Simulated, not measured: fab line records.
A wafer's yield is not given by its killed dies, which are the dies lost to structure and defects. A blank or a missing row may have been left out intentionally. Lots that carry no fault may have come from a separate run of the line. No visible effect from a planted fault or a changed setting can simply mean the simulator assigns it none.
Which of the tools did it? -- flow gf180mcu -- Sampling: 24 lots, 72 wafers, 6 of 602 route steps

== WHAT THE GAUGES READ, wafer by wafer ==
GF_M2_OVL_MEAS_15.
lot,measured,on,M2_OVL (nm)
L074,day 19 15:44,overlay-01,1 -4 1
L075,day 19 19:19,overlay-02,-5 0 -7
L076,day 20 13:13,overlay-02,-1 -5 -5
L077,day 20 16:13,overlay-02,-1 -1 0
L078,day 20 19:58,overlay-02,0 -2 4
L079,day 21 16:49,overlay-02,6 1 -1
L081,day 21 19:10,overlay-02,-7 -5 -1
L080,day 21 21:04,overlay-01,-8 5 -9
L082,day 22 17:38,overlay-01,-3 -4 2
L083,day 22 19:07,overlay-02,3 2 2
L084,day 23 00:25,overlay-02,-6 -6 -2
L085,day 23 03:50,overlay-02,-12 -8 -5
L086,day 23 23:20,overlay-02,-1 -8 -6
L087,day 24 16:31,overlay-01,-2 -3 0
L088,day 24 16:53,overlay-02,5 -3 -3
L089,day 24 23:16,overlay-01,4 -3 2
L090,day 24 21:43,overlay-01,-4 -3 -2
L091,day 25 11:31,overlay-02,-5 -9 -2
L092,day 25 17:19,overlay-01,2 -1 2
L093,day 25 17:34,overlay-02,-6 -10 -11
L094,day 26 12:55,overlay-01,3 -5 4
L095,day 26 13:38,overlay-02,-3 -7 -4
L096,day 26 16:44,overlay-02,-8 -2 -5
L097,day 27 10:10,overlay-02,4 5 1

GF_MIM_THK_MEAS_06.
lot,measured,on,MIM_CVD_05_THK (nm)
L074,day 24 21:47,film_metro-02,41.4 40.6 42.0
L075,day 25 01:17,film_metro-02,42.1 41.7 42.6
L076,day 25 15:42,film_metro-03,41.3 42.5 42.1
L077,day 25 18:15,film_metro-03,41.4 40.9 41.7
L078,day 25 23:32,film_metro-03,41.9 42.0 42.0
L079,day 26 16:33,film_metro-01,41.6 41.5 42.5
L081,day 26 19:53,film_metro-02,41.5 43.0 42.5
L080,day 26 20:17,film_metro-03,41.5 42.0 41.6
L082,day 27 15:02,film_metro-01,41.0 40.6 42.0
L083,day 27 15:53,film_metro-01,42.1 42.3 43.4
L084,day 27 21:31,film_metro-03,42.2 41.3 42.9
L085,day 27 22:34,film_metro-02,41.4 41.9 41.8
L086,day 28 18:43,film_metro-02,41.5 41.2 41.6
L087,day 29 08:26,film_metro-01,41.9 41.4 42.2
L088,day 29 07:31,film_metro-03,42.1 42.4 42.5
L089,day 29 15:48,film_metro-03,42.3 42.1 42.3
L090,day 29 13:14,film_metro-03,41.1 42.5 41.6
L091,day 30 00:34,film_metro-02,41.1 42.0 42.3
L092,day 30 07:06,film_metro-02,41.6 41.1 41.2
L093,day 30 07:27,film_metro-02,41.5 42.3 42.9
L094,day 30 23:32,film_metro-02,40.6 41.1 40.9
L095,day 31 01:41,film_metro-03,41.8 41.9 42.5
L096,day 31 05:13,film_metro-02,41.6 42.8 41.2
L097,day 31 17:04,film_metro-03,41.1 42.5 42.4

== WHICH TOOL RAN EACH LOT (tool, then ch and the chambers of the sampled wafers, then the start) ==
lot,GF_PSD_STRIP_10,GF_M2_METAL_ETCH_16,GF_V2_CVD_02,GF_V2_STRIP_18
L074,"plasma_asher-04 ch 0,1, day 14 15:28","rie_metal-01 ch 0, day 19 15:48","pecvd-04 ch 1,2, day 19 16:46","plasma_asher-03 ch 0,1, day 20 17:38"
L075,"plasma_asher-01 ch 0,1, day 14 17:28","rie_metal-03 ch 0,1, day 19 19:21","pecvd-04 ch 0,1,2, day 19 20:11","plasma_asher-04 ch 0,1, day 20 21:17"
L076,"plasma_asher-02 ch 0,1, day 15 09:25","rie_metal-01 ch 0,1, day 20 13:16","pecvd-02 ch 0,1,2, day 20 14:08","plasma_asher-01 ch 0,1, day 21 14:54"
L077,"plasma_asher-04 ch 0,1, day 15 13:34","rie_metal-01 ch 0,1, day 20 16:15","pecvd-04 ch 0,2, day 20 17:06","plasma_asher-01 ch 0,1, day 21 17:59"
L078,"plasma_asher-02 ch 0,1, day 15 15:16","rie_metal-03 ch 0,1, day 20 20:00","pecvd-03 ch 0,1,2, day 20 20:48","plasma_asher-04 ch 0,1, day 21 21:26"
L079,"plasma_asher-02 ch 0,1, day 16 12:01","rie_metal-04 ch 0,1, day 21 16:52","pecvd-04 ch 1,2, day 21 17:41","plasma_asher-03 ch 0,1, day 22 18:03"
L081,"plasma_asher-04 ch 0,1, day 16 14:19","rie_metal-04 ch 0,1, day 21 19:12","pecvd-02 ch 0,1,2, day 21 20:01","plasma_asher-04 ch 0,1, day 22 20:05"
L080,"plasma_asher-02 ch 0,1, day 16 14:58","rie_metal-03 ch 0,1, day 21 21:07","pecvd-04 ch 0,2, day 21 21:56","plasma_asher-01 ch 0,1, day 22 22:14"
L082,"plasma_asher-02 ch 0,1, day 17 11:25","rie_metal-04 ch 1, day 22 17:40","pecvd-04 ch 0,1, day 22 18:27","plasma_asher-04 ch 0,1, day 23 18:08"
L083,"plasma_asher-04 ch 0,1, day 17 14:04","rie_metal-03 ch 0,1, day 22 19:10","pecvd-03 ch 0,1, day 22 19:57","plasma_asher-03 ch 0,1, day 23 19:05"
L084,"plasma_asher-04 ch 0,1, day 17 18:58","rie_metal-01 ch 0, day 23 00:27","pecvd-03 ch 1,2, day 23 01:23","plasma_asher-04 ch 0,1, day 24 00:20"
L085,"plasma_asher-01 ch 0,1, day 17 22:59","rie_metal-03 ch 0,1, day 23 03:54","pecvd-04 ch 0,1, day 23 04:39","plasma_asher-04 ch 0,1, day 24 03:59"
L086,"plasma_asher-02 ch 0,1, day 18 17:16","rie_metal-01 ch 0,1, day 23 23:22","pecvd-02 ch 0,1,2, day 24 00:09","plasma_asher-04 ch 0,1, day 24 23:33"
L087,"plasma_asher-02 ch 0, day 19 13:25","rie_metal-03 ch 0,1, day 24 16:33","pecvd-02 ch 0,2, day 24 17:22","plasma_asher-01 ch 0,1, day 25 14:48"
L088,"plasma_asher-04 ch 0,1, day 19 14:37","rie_metal-01 ch 0,1, day 24 16:57","pecvd-04 ch 0,1,2, day 24 17:44","plasma_asher-03 ch 0,1, day 25 14:55"
L089,"plasma_asher-04 ch 0,1, day 19 18:51","rie_metal-04 ch 0,1, day 24 23:18","pecvd-04 ch 0,1,2, day 25 00:07","plasma_asher-03 ch 0,1, day 25 22:24"
L090,"plasma_asher-02 ch 0,1, day 19 19:09","rie_metal-01 ch 0,1, day 24 21:45","pecvd-03 ch 0,1, day 24 22:34","plasma_asher-03 ch 0,1, day 25 20:48"
L091,"plasma_asher-02 ch 0,1, day 20 11:40","rie_metal-03 ch 0,1, day 25 11:33","pecvd-04 ch 1,2, day 25 12:23","plasma_asher-04 ch 0,1, day 26 10:12"
L092,"plasma_asher-02 ch 0,1, day 20 17:46","rie_metal-04 ch 0,1, day 25 17:22","pecvd-04 ch 1,2, day 25 18:11","plasma_asher-04 ch 0,1, day 26 16:20"
L093,"plasma_asher-02 ch 0,1, day 20 18:15","rie_metal-03 ch 0,1, day 25 17:36","pecvd-03 ch 0,2, day 25 18:27","plasma_asher-03 ch 0,1, day 26 16:21"
L094,"plasma_asher-01 ch 0,1, day 21 14:22","rie_metal-01 ch 1, day 26 12:58","pecvd-04 ch 0,1, day 26 13:57","plasma_asher-01 ch 1, day 27 11:29"
L095,"plasma_asher-02 ch 0,1, day 21 17:41","rie_metal-01 ch 1, day 26 13:44","pecvd-02 ch 0,1,2, day 26 14:35","plasma_asher-01 ch 0,1, day 27 13:07"
L096,"plasma_asher-02 ch 0,1, day 21 20:34","rie_metal-01 ch 1, day 26 16:53","pecvd-04 ch 0,1,2, day 26 17:43","plasma_asher-03 ch 0,1, day 27 15:13"
L097,"plasma_asher-02 ch 0,1, day 22 14:33","rie_metal-01 ch 0,1, day 27 10:13","pecvd-02 ch 0,1, day 27 11:02","plasma_asher-01 ch 0, day 28 07:39"
- GF_PSD_STRIP_10: strips in O2/N2.
- GF_M2_METAL_ETCH_16: etches the open film in Cl2/BCl3, stops on SiO2, target depth 750.8 nm, time 125.1 s.
- GF_V2_CVD_02: deposits SiO2 from TEOS, target thk 850 nm, time 94.851 s.
- GF_V2_STRIP_18: strips in O2/N2.

== AS READ BY THE TOOLS THEMSELVES (means over the sampled wafers that have a number; for cases with no such wafer, the mark the record gives instead) ==
GF_PSD_STRIP_10.
lot,tool,drypump_motor_current_A (A),heater_power_w (W),oes_product_au (a.u.),strip_time_to_endpoint_s (s)
L074,plasma_asher-04,6.4,348,0.594,16.58
L075,plasma_asher-01,6.1,350,0.595,16.49
L076,plasma_asher-02,5.3,312,0.595,16.57
L077,plasma_asher-04,6.5,348,0.592,16.49
L078,plasma_asher-02,5.5,317,0.594,16.50
L079,plasma_asher-02,5.5,321,0.598,16.58
L081,plasma_asher-04,6.4,338,0.594,16.55
L080,plasma_asher-02,5.5,314,0.592,16.55
L082,plasma_asher-02,5.3,309,0.590,16.61
L083,plasma_asher-04,6.3,331,0.591,16.49
L084,plasma_asher-04,6.5,346,0.592,16.54
L085,plasma_asher-01,6.1,353,0.594,16.46
L086,plasma_asher-02,5.5,318,0.593,16.52
L087,plasma_asher-02,5.0,303,0.592,16.55
L088,plasma_asher-04,6.3,337,0.595,16.52
L089,plasma_asher-04,6.4,355,0.595,16.59
L090,plasma_asher-02,5.3,310,0.593,16.58
L091,plasma_asher-02,5.5,314,0.594,16.50
L092,plasma_asher-02,5.5,321,0.596,16.52
L093,plasma_asher-02,5.3,310,0.597,16.51
L094,plasma_asher-01,6.1,349,0.593,16.51
L095,plasma_asher-02,5.6,325,0.592,16.55
L096,plasma_asher-02,5.5,315,0.592,16.50
L097,plasma_asher-02,5.5,315,0.590,16.45

GF_M2_METAL_ETCH_16.
lot,tool,bias_w (W),drypump_motor_current_A (A),he_backside_leak_sccm (sccm),mfc_cl2_sccm (sccm),oes_product_au (a.u.),throttle_valve_pct (%)
L074,rie_metal-01,140.2,5.7,3.07,79.99,0.996,28.222
L075,rie_metal-03,139.7,5.8,3.33,79.59,0.983,28.242
L076,rie_metal-01,139.8,5.5,3.07,80.32,0.991,28.235
L077,rie_metal-01,139.8,5.5,3.05,79.97,1.000,28.230
L078,rie_metal-03,140.2,5.8,3.39,80.12,0.990,28.227
L079,rie_metal-04,140.0,5.8,3.36,80.11,0.989,28.234
L081,rie_metal-04,139.8,5.8,3.50,79.85,1.002,28.222
L080,rie_metal-03,140.2,5.8,3.22,79.87,0.994,28.223
L082,rie_metal-04,140.3,5.7,3.44,80.18,0.994,28.231
L083,rie_metal-03,139.8,5.8,3.20,80.12,0.982,28.231
L084,rie_metal-01,139.5,5.7,3.16,79.73,0.993,28.223
L085,rie_metal-03,139.9,5.8,3.24,80.22,0.982,28.234
L086,rie_metal-01,139.7,5.5,3.07,80.10,0.991,28.233
L087,rie_metal-03,140.5,5.8,3.34,80.15,0.989,28.221
L088,rie_metal-01,140.2,5.3,3.09,80.00,0.988,28.238
L089,rie_metal-04,140.1,5.8,3.39,80.07,0.989,28.234
L090,rie_metal-01,140.2,5.5,3.18,80.18,0.987,28.228
L091,rie_metal-03,140.2,5.8,3.26,80.00,0.981,28.240
L092,rie_metal-04,139.7,5.8,3.40,80.07,0.995,28.221
L093,rie_metal-03,140.2,5.8,3.40,79.86,0.986,28.231
L094,rie_metal-01,140.0,5.1,3.06,79.93,0.985,28.240
L095,rie_metal-01,140.7,5.1,3.05,80.07,0.985,28.239
L096,rie_metal-01,139.5,5.1,3.16,80.18,0.989,28.240
L097,rie_metal-01,140.0,5.3,3.02,79.85,0.986,28.228

GF_V2_CVD_02.
lot,tool,heater_power_w (W)
L074,pecvd-04,549
L075,pecvd-04,604
L076,pecvd-02,667
L077,pecvd-04,594
L078,pecvd-03,732
L079,pecvd-04,521
L081,pecvd-02,671
L080,pecvd-04,596
L082,pecvd-04,586
L083,pecvd-03,568
L084,pecvd-03,784
L085,pecvd-04,657
L086,pecvd-02,627
L087,pecvd-02,671
L088,pecvd-04,536
L089,pecvd-04,548
L090,pecvd-03,597
L091,pecvd-04,600
L092,pecvd-04,543
L093,pecvd-03,738
L094,pecvd-04,618
L095,pecvd-02,673
L096,pecvd-04,610
L097,pecvd-02,619

GF_V2_STRIP_18.
lot,tool,drypump_motor_current_A (A),heater_power_w (W),oes_product_au (a.u.)
L074,plasma_asher-03,5.4,348,0.587
L075,plasma_asher-04,6.5,348,0.581
L076,plasma_asher-01,6.0,322,0.590
L077,plasma_asher-01,6.0,323,0.587
L078,plasma_asher-04,6.3,338,0.587
L079,plasma_asher-03,5.4,352,0.590
L081,plasma_asher-04,6.4,353,0.585
L080,plasma_asher-01,6.0,321,0.586
L082,plasma_asher-04,6.3,338,0.583
L083,plasma_asher-03,5.7,320,0.585
L084,plasma_asher-04,6.4,338,0.585
L085,plasma_asher-04,6.3,330,0.582
L086,plasma_asher-04,6.3,337,0.594
L087,plasma_asher-01,6.1,351,0.590
L088,plasma_asher-03,5.4,348,0.581
L089,plasma_asher-03,5.3,341,0.590
L090,plasma_asher-03,5.4,346,0.590
L091,plasma_asher-04,6.3,333,0.590
L092,plasma_asher-04,6.4,335,0.592
L093,plasma_asher-03,5.4,341,0.590
L094,plasma_asher-01,5.9,292,0.577
L095,plasma_asher-01,6.0,322,0.579
L096,plasma_asher-03,5.7,317,0.582
L097,plasma_asher-01,6.2,385,0.583

== THE ANSWER, worked out from the rows above alone ==
Rule: usual is defined by the lots themselves. Put in order of their means at a reading, lots are off if they are a third of the lots or fewer, leave a main group of 4 or more, and stand apart from it by a gap of 3 or more times the standard deviation of the main group's means; of several such gaps the widest counts. Not used: any main group whose means are identical at the precision the tables above print for the reading. A lot without any number at a reading at which 4 lots or more have one is off too. All remaining lots with rows at the step are treated as sound. After the gauges, taken in route order, come the tools' own readings; for these a lot's mean is taken, as printed above. At the first step where some lot is off, the reading lying furthest off is the one used; lots without a number count as furthest.
No lot is off on any of the readings shown, so nothing can be concluded from this.

== WHAT THE SIMULATOR HAD PUT IN ==
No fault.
